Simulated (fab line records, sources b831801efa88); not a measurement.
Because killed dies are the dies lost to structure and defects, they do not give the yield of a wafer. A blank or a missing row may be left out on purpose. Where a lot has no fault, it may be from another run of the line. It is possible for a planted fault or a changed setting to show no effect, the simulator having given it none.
fab line records | flow gf180mcu
record: lots: 13 | wafers: 37 | last-day: 34
route steps=602 shown STI@14 MVPSD@85 HV_LDD@187
lots that met no fault: taken from a fault-free run of the same line
start-h: hours from the record's first day to the start of the lot's first wafer shown | wait-h: how many hours have passed since the lot's step before this one | " as in the row above | L1.1+2: one row covering several wafers at once | - either no value or no given start | * or withheld: withheld | < > ~ a bound
route shown NAME@n: NAME is a module with steps in the file, n the number in the route of the first one | usual: the fault-free wafers' mean and standard deviation | same: alike in all rows | chamber/n: place in a boat | sites: the reading at each site | _std_site: the values' standard deviation | _edge_site: the outer-site mean with the inner-site mean subtracted | radius-mm: for every site, how far away it sits from the centre of the wafer | mask NAME#n: copy n | behind: tool/chamber where the wafer was last shaped | hold: why the lot went on hold/how many hours it stayed there/how the hold came to an end | device: the n, p or np transistor that did not switch | end of line: tests of these same wafers at the route's end | a step with no rows: only its recipe | killed: the dies lost at the first sort to structure and to defects; this is not the yield of the wafer | map: the dies of a wafer, with x for killed, . for not killed, _ for no die there
set.NAME: the run value of the setting; set.NAME@STEP: its run value at that earlier step | model.NAME: the simulator's own value behind a step, which no gauge read
the route's steps for a sample of lots (tables are steps, rows are wafers)
services: a tool's chamber out of use, with start hour (start-h, from the record's first day; less than 0 if before it), hours out, and reason
== steps ==
step: GF_STI_ETCH_13
recipe: chemistry: CHF3/O2 | stop-on: Si | over-etch-frac: 0.3 | target-depth-a: 2823.1 | source-w: 600 | bias-w: 200 | pressure-mtorr: 40 | chf3-flow-sccm: 50 | O2_flow_sccm: 5 | time-s: 112.9
usual: bias-w: 200.0/0.62 | drypump-motor-current-A: 5.8/0.62 | oes-product-au: 0.833/0.0059 | rf-fwd-power-W: 597.0/2.2 | throttle-valve-pct: 8.808/0.01
lot.wafer | tool        | chamber | start-h | wait-h | bias-w | drypump-motor-current-A | oes-product-au | rf-fwd-power-W | rf-hours-counter-h | throttle-valve-pct
L983.1    | rie-diel-03 | 0       | 24.79   | 0.1    | 199.6  | 5.7                     | 0.839          | 601.1          | 140                | 8.817
L983.3    | "           | 2       | "       | "      | 199.3  | 6.5                     | 0.823          | 595.5          | 145                | 8.797
L983.4    | "           | 1       | "       | "      | 200.8  | 5.1                     | 0.833          | 597.7          | 128                | 8.788
L988.2    | rie-diel-03 | 2       | 50.50   | 0.1    | 199.7  | 6.6                     | 0.833          | 592.0          | 146                | 8.801
L988.3    | "           | 1       | "       | "      | 199.7  | 5.2                     | 0.827          | 594.1          | 129                | 8.816
L988.4    | "           | 0       | "       | "      | 199.9  | 5.6                     | 0.825          | 600.3          | 141                | 8.800
L989.2    | rie-diel-03 | 2       | 56.53   | 0.1    | 199.9  | 6.5                     | 0.832          | 597.5          | 146                | 8.815
L989.3    | "           | 1       | "       | "      | 200.2  | 5.1                     | 0.823          | 595.7          | 129                | 8.799
L989.4    | "           | 3       | "       | "      | 199.7  | 6.6                     | 0.832          | 596.1          | 66                 | 8.794
L990.1    | rie-diel-01 | 2       | 62.33   | 0.1    | 200.4  | 5.7                     | 0.824          | 595.5          | 44                 | 8.794
L990.4    | "           | 0       | "       | "      | 201.1  | 6.3                     | 0.832          | 598.7          | 109                | 8.794
L990.5    | "           | 2       | "       | "      | 200.3  | 5.7                     | 0.829          | 601.7          | -                  | 8.810
L991.1    | rie-diel-03 | 3       | 65.58   | 0.1    | 200.2  | 6.6                     | 0.834          | 598.9          | 66                 | 8.792
L991.4    | "           | 1       | "       | "      | 200.3  | 5.1                     | 0.835          | 599.4          | 130                | 8.815
L991.6    | "           | 3       | "       | "      | 200.2  | 6.6                     | 0.834          | 598.6          | -                  | 8.811
L992.2    | rie-diel-03 | 2       | 71.85   | 0.1    | 198.8  | 6.5                     | 0.835          | 595.4          | 147                | 8.809
L992.3    | "           | 0       | "       | "      | 200.0  | 5.7                     | 0.841          | 594.7          | 141                | 8.812
L992.4    | "           | 3       | "       | "      | 198.7  | 6.6                     | 0.838          | 592.9          | 66                 | 8.827
L995.1    | rie-diel-03 | 3       | 87.25   | 0.1    | 200.1  | 6.6                     | 0.833          | 598.3          | 66                 | 8.796
L995.4    | "           | 2       | "       | "      | 198.9  | 6.5                     | 0.828          | 594.3          | 147                | 8.816
L996.2    | rie-diel-02 | 1       | 92.79   | 0.1    | 200.3  | 5.0                     | 0.828          | 599.6          | 54                 | 8.801
L996.3    | "           | 2       | "       | "      | 199.5  | 6.8                     | 0.827          | 593.1          | 129                | 8.796
L996.6    | "           | 2       | "       | "      | 199.6  | 6.7                     | 0.834          | 595.3          | -                  | 8.818
L997.4    | rie-diel-03 | 1       | 97.09   | 0.0    | 199.7  | 5.2                     | 0.828          | 594.3          | 130                | 8.807
L997.6    | "           | 3       | "       | "      | 199.9  | 6.6                     | 0.821          | 596.2          | -                  | 8.806
L103.1    | rie-diel-01 | 1       | 128.75  | 0.1    | 199.3  | 5.2                     | 0.844          | 599.5          | 96                 | 8.822
L103.3    | "           | 3       | "       | "      | 199.9  | 5.8                     | 0.836          | 594.9          | 85                 | 8.813
L103.6    | "           | 0       | "       | "      | 199.9  | 6.2                     | 0.840          | 598.3          | -                  | 8.797
L104.1    | rie-diel-02 | 3       | 133.74  | 0.1    | 200.3  | 5.2                     | 0.835          | 595.7          | 90                 | 8.809
L104.3    | "           | 1       | "       | "      | 200.5  | 5.0                     | 0.833          | 597.7          | 55                 | 8.815
L104.6    | "           | 3       | "       | "      | 201.3  | 5.2                     | 0.834          | 596.3          | -                  | 8.809
L105.1    | rie-diel-02 | 3       | 138.14  | 0.1    | 199.6  | 5.3                     | 0.839          | 596.7          | 90                 | 8.792
L105.2    | "           | 1       | "       | "      | 200.1  | 5.0                     | 0.838          | 599.2          | 55                 | 8.812
L105.3    | "           | 0       | "       | "      | 200.1  | 5.4                     | 0.831          | 596.9          | 5                  | 8.813
L106.3    | rie-diel-02 | 0       | 147.25  | 0.1    | 199.8  | 5.4                     | 0.843          | 599.5          | 5                  | 8.819
L106.4    | "           | 1       | "       | "      | 199.3  | 5.0                     | 0.830          | 599.0          | -                  | 8.805
L106.5    | "           | 3       | "       | "      | 199.9  | 5.2                     | 0.839          | 596.7          | -                  | 8.816
step: GF_STI_STRIP_15
recipe: chemistry: O2/N2 | power-w: 1400 | pressure-mtorr: 1500 | platen-temp-c: 250 | o2-flow-sccm: 3000 | n2-flow-sccm: 300 | overash-fraction: 0.5
usual: drypump-motor-current-A: 5.6/0.62 | heater-power-w: 335/51 | oes-product-au: 0.384/0.0048 | platen-temp-c: 250.00/0.19 | strip-time-to-endpoint-s: 3.74/0.038
lot.wafer | tool            | chamber | start-h | wait-h | drypump-motor-current-A | heater-power-w | oes-product-au | platen-temp-c | rf-hours-counter-h | strip-time-to-endpoint-s
L983.1    | plasma-asher-04 | 1       | 24.94   | 0.0    | 4.9                     | 322            | 0.376          | 250.35        | 38                 | 3.71
L983.3    | "               | 1       | "       | "      | 4.9                     | 319            | 0.378          | 250.46        | -                  | 3.70
L983.4    | "               | 0       | "       | "      | 6.5                     | 297            | 0.388          | 250.02        | -                  | 3.74
L988.2    | plasma-asher-04 | 0       | 50.66   | 0.0    | 6.5                     | 307            | 0.378          | 250.03        | 40                 | 3.67
L988.3    | "               | 1       | "       | "      | 4.9                     | 322            | 0.389          | 249.64        | -                  | 3.73
L988.4    | "               | 0       | "       | "      | 6.5                     | 304            | 0.384          | 250.14        | -                  | 3.72
L989.2    | plasma-asher-04 | 0       | 56.69   | 0.0    | 6.5                     | 310            | 0.389          | 249.88        | 41                 | 3.72
L989.3    | "               | 1       | "       | "      | 4.9                     | 315            | 0.384          | 250.01        | -                  | 3.69
L989.4    | "               | 0       | "       | "      | 6.5                     | 313            | 0.378          | 250.27        | -                  | 3.73
L990.1    | plasma-asher-04 | 0       | 62.49   | 0.0    | 6.5                     | 304            | 0.381          | 250.11        | 41                 | 3.80
L990.4    | "               | 0       | "       | "      | 6.5                     | 302            | 0.382          | 249.79        | -                  | 3.77
L990.5    | "               | 0       | "       | "      | 6.5                     | 301            | 0.382          | 249.80        | -                  | 3.80
L991.1    | plasma-asher-04 | 0       | 65.74   | 0.0    | 6.4                     | 307            | 0.385          | 250.28        | 42                 | 3.75
L991.4    | "               | 0       | "       | "      | 6.5                     | 306            | 0.387          | 249.97        | -                  | 3.74
L991.6    | "               | 1       | "       | "      | 4.9                     | 316            | 0.383          | 250.19        | -                  | 3.75
L992.2    | plasma-asher-03 | 0       | 72.01   | 0.0    | 5.0                     | 326            | 0.386          | 249.98        | 39                 | 3.70
L992.3    | "               | 0       | "       | "      | 5.0                     | 341            | 0.385          | 250.06        | -                  | 3.62
L992.4    | "               | 1       | "       | "      | 5.0                     | 378            | 0.379          | 250.21        | -                  | 3.64
L995.1    | plasma-asher-03 | 1       | 87.41   | 0.0    | 5.0                     | 382            | 0.351          | 249.69        | 41                 | 2.82
L995.4    | "               | 0       | "       | "      | 5.0                     | 341            | 0.348          | 249.89        | -                  | 2.86
L996.2    | plasma-asher-04 | 1       | 92.94   | 0.0    | 4.9                     | 319            | 0.388          | 250.04        | 45                 | 3.77
L996.3    | "               | 1       | "       | "      | 4.9                     | 319            | 0.385          | 250.35        | -                  | 3.79
L996.6    | "               | 0       | "       | "      | 6.5                     | 313            | 0.393          | 250.05        | -                  | 3.81
L997.4    | plasma-asher-03 | 1       | 97.27   | 0.1    | 5.0                     | 377            | 0.343          | 250.28        | -                  | 2.88
L997.6    | "               | 1       | "       | "      | 5.0                     | 379            | 0.390          | 250.07        | -                  | 3.75
L103.1    | plasma-asher-04 | 0       | 128.91  | 0.0    | 6.5                     | 307            | 0.384          | 249.90        | 48                 | 3.76
L103.3    | "               | 0       | "       | "      | 6.5                     | 306            | 0.386          | 249.94        | -                  | 3.82
L103.6    | "               | 1       | "       | "      | 4.9                     | 323            | 0.381          | 250.48        | -                  | 3.74
L104.1    | plasma-asher-04 | 0       | 133.89  | 0.0    | 6.5                     | 307            | 0.383          | 250.27        | 49                 | 3.74
L104.3    | "               | 1       | "       | "      | 4.9                     | 322            | 0.385          | 249.89        | -                  | 3.77
L104.6    | "               | 0       | "       | "      | 6.5                     | 304            | 0.384          | 249.95        | -                  | 3.75
L105.1    | plasma-asher-04 | 0       | 138.29  | 0.0    | 6.5                     | 303            | 0.390          | 249.75        | 49                 | 3.72
L105.2    | "               | 1       | "       | "      | 4.9                     | 319            | 0.378          | 250.12        | 49                 | 3.73
L105.3    | "               | 0       | "       | "      | 6.5                     | 303            | 0.380          | 249.85        | -                  | 3.74
L106.3    | plasma-asher-01 | 1       | 147.44  | 0.1    | 5.7                     | 281            | 0.381          | 250.01        | -                  | 3.77
L106.4    | "               | 0       | "       | "      | 5.7                     | 441            | 0.389          | 249.50        | -                  | 3.77
L106.5    | "               | 1       | "       | "      | 5.7                     | 274            | 0.382          | 249.80        | -                  | 3.71
step: GF_MVPSD_OVL_MEAS_07
usual: MVPSD_OVL: -0.3/1.5
lot.wafer | tool       | chamber | start-h | wait-h | MVPSD_OVL[nm]
L983.1    | overlay-01 | -       | 94.15   | -      | -0.4
L983.3    | "          | -       | "       | "      | 1.7
L983.4    | "          | -       | "       | "      | 0.9
L988.2    | overlay-01 | -       | 125.84  | -      | 0.1
L988.3    | "          | -       | "       | "      | -1.7
L988.4    | "          | -       | "       | "      | -2.0
L989.2    | overlay-02 | -       | 134.44  | -      | 1.7
L989.3    | "          | -       | "       | "      | 0.4
L989.4    | "          | -       | "       | "      | 2.2
L990.1    | overlay-02 | -       | 138.37  | -      | 2.4
L990.4    | "          | -       | "       | "      | 1.9
L990.5    | "          | -       | "       | "      | 2.0
L991.1    | overlay-02 | -       | 142.45  | -      | 1.6
L991.4    | "          | -       | "       | "      | 0.5
L991.6    | "          | -       | "       | "      | 0.6
L992.2    | overlay-01 | -       | 151.34  | -      | -1.0
L992.3    | "          | -       | "       | "      | -2.1
L992.4    | "          | -       | "       | "      | 0.7
L995.1    | overlay-02 | -       | 170.22  | -      | -1.3
L995.4    | "          | -       | "       | "      | -0.9
L996.2    | overlay-02 | -       | 174.05  | -      | -4.4
L996.3    | "          | -       | "       | "      | -2.9
L996.6    | "          | -       | "       | "      | -0.8
L997.4    | overlay-02 | -       | 178.20  | -      | 1.6
L997.6    | "          | -       | "       | "      | 0.6
L103.1    | overlay-01 | -       | 215.19  | -      | -2.0
L103.3    | "          | -       | "       | "      | -1.7
L103.6    | "          | -       | "       | "      | -1.0
L104.1    | overlay-02 | -       | 222.23  | -      | 0.2
L104.3    | "          | -       | "       | "      | -0.2
L104.6    | "          | -       | "       | "      | -0.8
L105.1    | overlay-01 | -       | 226.53  | -      | -0.2
L105.2    | "          | -       | "       | "      | -1.5
L105.3    | "          | -       | "       | "      | -2.7
L106.3    | overlay-02 | -       | 236.44  | -      | -1.6
L106.4    | "          | -       | "       | "      | -1.6
L106.5    | "          | -       | "       | "      | -0.7
step: GF_HV_LDD_TW_MEAS_11
usual: HV_LDD_TW: 2414/14
lot.wafer | tool          | chamber | start-h | wait-h | HV_LDD_TW
L983.1    | film-metro-03 | -       | 213.25  | 0.1    | 2426
L983.3    | "             | -       | "       | "      | 2420
L983.4    | "             | -       | "       | "      | 2424
L988.2    | film-metro-03 | -       | 252.96  | 0.1    | 2423
L988.3    | "             | -       | "       | "      | 2419
L988.4    | "             | -       | "       | "      | 2428
L989.2    | film-metro-02 | -       | 258.78  | 0.1    | 2405
L989.3    | "             | -       | "       | "      | 2413
L989.4    | "             | -       | "       | "      | 2410
L990.1    | film-metro-03 | -       | 269.24  | 0.1    | 2426
L990.4    | "             | -       | "       | "      | 2422
L990.5    | "             | -       | "       | "      | 2402
L991.1    | film-metro-03 | -       | 275.20  | 0.1    | 2410
L991.4    | "             | -       | "       | "      | 2418
L991.6    | "             | -       | "       | "      | 2395
L992.2    | film-metro-01 | -       | 279.66  | 0.1    | 2413
L992.3    | "             | -       | "       | "      | 2430
L992.4    | "             | -       | "       | "      | 2438
L995.1    | film-metro-02 | -       | 304.69  | 0.1    | 2403
L995.4    | "             | -       | "       | "      | 2413
L996.2    | film-metro-01 | -       | 311.75  | 0.1    | 2408
L996.3    | "             | -       | "       | "      | 2410
L996.6    | "             | -       | "       | "      | 2406
L997.4    | film-metro-03 | -       | 319.32  | 0.1    | 2414
L997.6    | "             | -       | "       | "      | 2424
L103.1    | film-metro-01 | -       | 366.45  | 0.1    | 2394
L103.3    | "             | -       | "       | "      | 2396
L103.6    | "             | -       | "       | "      | 2405
L104.1    | film-metro-02 | -       | 371.95  | 0.1    | 2387
L104.3    | "             | -       | "       | "      | 2398
L104.6    | "             | -       | "       | "      | 2421
L105.1    | film-metro-02 | -       | 376.42  | 0.1    | 2398
L105.2    | "             | -       | "       | "      | 2405
L105.3    | "             | -       | "       | "      | 2408
L106.3    | film-metro-01 | -       | 388.44  | 0.1    | 2430
L106.4    | "             | -       | "       | "      | 2424
L106.5    | "             | -       | "       | "      | 2426
step: GF_HV_LDD_TW_MEAS_50
usual: HV_LDD_4_TW: 570/3.2
lot.wafer | tool          | chamber | start-h | wait-h | HV_LDD_4_TW
L983.1    | film-metro-02 | -       | 268.97  | 0.1    | 568
L983.3    | "             | -       | "       | "      | 571
L983.4    | "             | -       | "       | "      | 568
L988.2    | film-metro-03 | -       | 312.82  | 0.1    | 572
L988.3    | "             | -       | "       | "      | 570
L988.4    | "             | -       | "       | "      | 572
L989.2    | film-metro-01 | -       | 319.36  | 0.1    | 572
L989.3    | "             | -       | "       | "      | 570
L989.4    | "             | -       | "       | "      | 569
L990.1    | film-metro-01 | -       | 331.20  | 0.1    | 574
L990.4    | "             | -       | "       | "      | 574
L990.5    | "             | -       | "       | "      | 573
L991.1    | film-metro-03 | -       | 337.37  | 0.1    | 575
L991.4    | "             | -       | "       | "      | 575
L991.6    | "             | -       | "       | "      | 573
L992.2    | film-metro-02 | -       | 342.84  | 0.1    | 565
L992.3    | "             | -       | "       | "      | 564
L992.4    | "             | -       | "       | "      | 565
L995.1    | film-metro-03 | -       | 368.98  | 0.1    | 569
L995.4    | "             | -       | "       | "      | 570
L996.2    | film-metro-03 | -       | 376.01  | 0.1    | 570
L996.3    | "             | -       | "       | "      | 574
L996.6    | "             | -       | "       | "      | 571
L997.4    | film-metro-03 | -       | 385.66  | 0.1    | 573
L997.6    | "             | -       | "       | "      | 572
L103.1    | film-metro-03 | -       | 435.90  | 0.1    | 568
L103.3    | "             | -       | "       | "      | 571
L103.6    | "             | -       | "       | "      | 572
L104.1    | film-metro-02 | -       | 442.65  | 0.1    | 564
L104.3    | "             | -       | "       | "      | 566
L104.6    | "             | -       | "       | "      | 562
L105.1    | film-metro-02 | -       | 446.93  | 0.1    | 564
L105.2    | "             | -       | "       | "      | 568
L105.3    | "             | -       | "       | "      | 564
L106.3    | film-metro-03 | -       | 460.27  | 0.1    | 576
L106.4    | "             | -       | "       | "      | 579
L106.5    | "             | -       | "       | "      | 576
== services ==
tool            | chamber | start-h | hours | kind
plasma-asher-03 | -       | 5.70    | 14.6  | pm
rie-diel-03     | 0       | 7.51    | 3.0   | repair
rie-diel-02     | 3       | 8.05    | 7.3   | repair
rie-diel-02     | -       | 33.51   | 2.8   | pm
rie-diel-01     | 2       | 37.26   | 1.8   | repair
rie-diel-01     | 3       | 43.72   | 3.6   | repair
plasma-asher-04 | -       | 53.25   | 0.9   | repair
rie-diel-01     | -       | 65.80   | 0.2   | repair
plasma-asher-01 | -       | 79.35   | 2.9   | repair
rie-diel-01     | -       | 93.80   | 4.0   | pm
rie-diel-03     | 0       | 98.71   | 5.5   | repair
rie-diel-02     | 1       | 118.03  | 13.6  | repair
rie-diel-02     | 2       | 146.02  | 2.0   | repair
== key ==
first-sign: step: GF_STI_STRIP_15 | reading: strip-time-to-endpoint-s | direction: down | sigmas: 23 | usual: * | struck: *
effect: step: GF_STI_STRIP_15 | reading: oes-product-au | direction: down | sigmas: 7.6 | usual: 0.384 | struck: 0.347
met-at GF_STI_ETCH_13
struck-lots L995,L997
struck-wafers L995.1,L995.4,L997.4
tester-left-out L995,L997
not-acting-at GF_MVPSD_OVL_MEAS_07,GF_HV_LDD_TW_MEAS_11,GF_HV_LDD_TW_MEAS_50
onset-between 71.85 87.25
fault: kind: process-parameter-drift | tool: rie-diel-03 | chamber: - | onset-h: 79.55 | steps: GF_STI_ETCH_13 | channel: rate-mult | offset: 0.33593 | shape: step | end-h: 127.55 | scope: struck-wafers-only
tester-left-out: of these lots the tester's yield and bins aren't shown, on N5 and GAA mostly nor the transistor test; their killed dies are dies lost to structure and defects alone, not to doping, threshold or leakage, so they don't give the yield
